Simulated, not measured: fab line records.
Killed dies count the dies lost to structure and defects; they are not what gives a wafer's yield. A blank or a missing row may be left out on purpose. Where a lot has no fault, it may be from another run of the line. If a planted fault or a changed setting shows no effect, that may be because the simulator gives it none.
Which tool did it? ; flow sky130 ; Sampling: 13 lots, 39 wafers, 3 of 708 route steps

== WHAT THE GAUGES READ, wafer by wafer ==
SKY_LDD_N_TW_MEAS_17. Usual: LDD_N_TW gives 2596 (standard deviation 27).
lot;measured;on;LDD_N_TW;flag
L536;day 17 13:02;film-metro-03;2613 2629 2621;
L540;day 19 03:58;film-metro-01;2585 2571 2585;
L541;day 19 22:52;film-metro-02;2579 2581 2590;
L542;day 20 01:19;film-metro-03;2617 2625 2609;
L544;day 21 11:17;film-metro-01;2591 2581 2586;
L547;day 22 02:43;film-metro-01;2570 2572 2577;
L549;day 22 14:07;film-metro-03;2632 2629 2639;
L550;day 22 21:37;film-metro-03;2642 2633 2625;
L553;day 23 22:55;film-metro-01;2583 2581 2580;
L555;day 24 16:26;film-metro-03;2649 2639 2621;
L557;day 25 04:05;film-metro-03;2628 2619 2630;
L558;day 25 10:50;film-metro-02;2578 2577 2581;
L559;day 26 00:08;film-metro-02;2566 2586 2565;

SKY_LDD_LDN_TW_MEAS_13. Usual: LDD_LDN_TW gives 1488 (standard deviation 16).
lot;measured;on;LDD_LDN_TW;flag
L536;day 22 15:53;film-metro-03;1501 1502 1513;
L540;day 24 06:58;film-metro-02;1473 1471 1472;
L541;day 24 23:13;film-metro-02;1470 1474 1472;
L542;day 25 02:31;film-metro-02;1476 1472 1480;
L544;day 26 09:44;film-metro-02;1479 1479 1471;
L547;day 27 02:43;film-metro-02;1490 1490 1488;
L549;day 27 12:22;film-metro-03;1517 1518 1522;
L550;day 27 19:10;film-metro-03;1510 1503 1502;
L553;day 28 19:37;film-metro-01;1477 1471 1474;
L555;day 29 12:32;film-metro-01;1478 1484 1488;
L557;day 29 22:38;film-metro-01;1476 1479 1481;
L558;day 30 04:35;film-metro-01;1482 1467 1479;
L559;day 30 18:23;film-metro-01;1474 1471 1485;

== EACH LOT AND THE TOOL THAT RAN IT (in order: tool; ch and the chambers of the sampled wafers; start) ==
lot;SKY_LDD_LDN_IMPLANT_11
L536;implanter-02 ch 0, day 22 15:39
L540;implanter-03 ch 0, day 24 06:43
L541;implanter-03 ch 0, day 24 22:58
L542;implanter-04 ch 0, day 25 02:16
L544;implanter-04 ch 0, day 26 09:29
L547;implanter-02 ch 0, day 27 02:28
L549;implanter-02 ch 0, day 27 12:07
L550;implanter-04 ch 0, day 27 18:55
L553;implanter-04 ch 0, day 28 19:22
L555;implanter-03 ch 0, day 29 12:17
L557;implanter-02 ch 0, day 29 22:24
L558;implanter-03 ch 0, day 30 04:20
L559;implanter-04 ch 0, day 30 18:09
- SKY_LDD_LDN_IMPLANT_11

== WHAT THE TOOLS THEMSELVES READ (means of the sampled wafers that have a number; where no wafer has one, the mark that the record gives instead) ==
SKY_LDD_LDN_IMPLANT_11. Usual: dose-ions-cm2 1.2499e+13, standard deviation 1.4e+10; faraday-current-uA 70.5, standard deviation 1.4.
lot;tool;dose-ions-cm2;faraday-current-uA;flag
L536;implanter-02;1.2502e+13;70.3;
L540;implanter-03;1.2487e+13;68.5;
L541;implanter-03;1.2512e+13;69.5;
L542;implanter-04;1.2499e+13;71.1;
L544;implanter-04;1.2504e+13;71.2;
L547;implanter-02;1.3922e+13;77.5;OFF
L549;implanter-02;1.3901e+13;78.4;OFF
L550;implanter-04;1.2496e+13;71.1;
L553;implanter-04;1.2492e+13;71.2;
L555;implanter-03;1.2501e+13;70.9;
L557;implanter-02;1.2502e+13;69.8;
L558;implanter-03;1.2487e+13;71.3;
L559;implanter-04;1.2502e+13;69.6;

== THE ANSWER, worked out from the rows above alone ==
Rule: a lot is off if the mean of its wafers that have a number lies more than 3 standard deviations from the usual mean. A lot without any number at a reading at which 4 lots or more have one is off too. Any other lot the step has rows for is counted as sound. After the gauges, taken in route order, come the tools' own readings; for these a lot's mean is taken, as printed above. The first step at which some lot is off is used, and at that step the reading that is off furthest; a lot without a number counts as furthest.
Off at SKY_LDD_LDN_IMPLANT_11 (dose-ions-cm2): L547, L549.
A tool fits if, at that step or a process step before it, it ran every lot that is off, and no sound lot after the first of them. None of those tried fits.

== WHAT THE SIMULATOR PUT IN ==
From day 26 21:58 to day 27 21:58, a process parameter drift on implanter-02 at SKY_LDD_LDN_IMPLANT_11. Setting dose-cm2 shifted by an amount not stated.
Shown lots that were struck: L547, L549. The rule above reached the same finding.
